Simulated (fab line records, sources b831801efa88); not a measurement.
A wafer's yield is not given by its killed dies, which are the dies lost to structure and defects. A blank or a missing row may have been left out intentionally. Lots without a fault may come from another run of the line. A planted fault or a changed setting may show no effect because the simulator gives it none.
Which tool is to blame?	flow sky130	Sampling: 6 lots, 18 wafers, 2 of 708 route steps

== WHAT EACH GAUGE READ, for each wafer ==
SKY_VIA4_THK_MEAS_01.
lot	measured	on	VIA4_HDPCVD_THK (nm)
L242	day 42 08:29	filmMetro-02	1755 1753 1722
L245	day 42 22:20	filmMetro-02	1721 1785 1737
L253	day 45 11:40	filmMetro-02	1773 1741 1724
L256	day 46 09:13	filmMetro-02	1716 1716 1784
L261	day 47 16:13	filmMetro-04	1765 1737 1724
L262	day 48 01:46	filmMetro-01	1780 1749 1722

== WHICH TOOL RAN EACH LOT (tool, then ch and the chambers of the sampled wafers, then the start) ==
lot	SKY_LI_CONTACT_CVD_21
L242	cvdW-01 ch 0,1, day 29 14:40
L245	cvdW-02 ch 0,1, day 30 09:58
L253	cvdW-01 ch 0,1, day 33 09:29
L256	cvdW-02 ch 0,1, day 34 11:49
L261	cvdW-02 ch 1, day 36 07:04
L262	cvdW-01 ch 0, day 36 18:51
- SKY_LI_CONTACT_CVD_21: deposits W, target thk 400 nm, time 120.56 s.

== THE ANSWER, worked out from the rows above alone ==
Rule: what is usual is taken from the lots themselves. Put in order of their means at a reading, lots are off if they are a third of the lots or fewer, leave a main group of 4 or more, and stand apart from it by a gap of 3 or more times the standard deviation of the main group's means; of several such gaps the widest counts. Not used: any main group whose means are identical at the precision the tables above print for the reading. A lot without any number at a reading at which 4 lots or more have one is off too. The other lots that the step has rows for count as sound.
No lot is off at any reading shown: from this, nothing can be told.

== WHAT WAS PUT IN BY THE SIMULATOR ==
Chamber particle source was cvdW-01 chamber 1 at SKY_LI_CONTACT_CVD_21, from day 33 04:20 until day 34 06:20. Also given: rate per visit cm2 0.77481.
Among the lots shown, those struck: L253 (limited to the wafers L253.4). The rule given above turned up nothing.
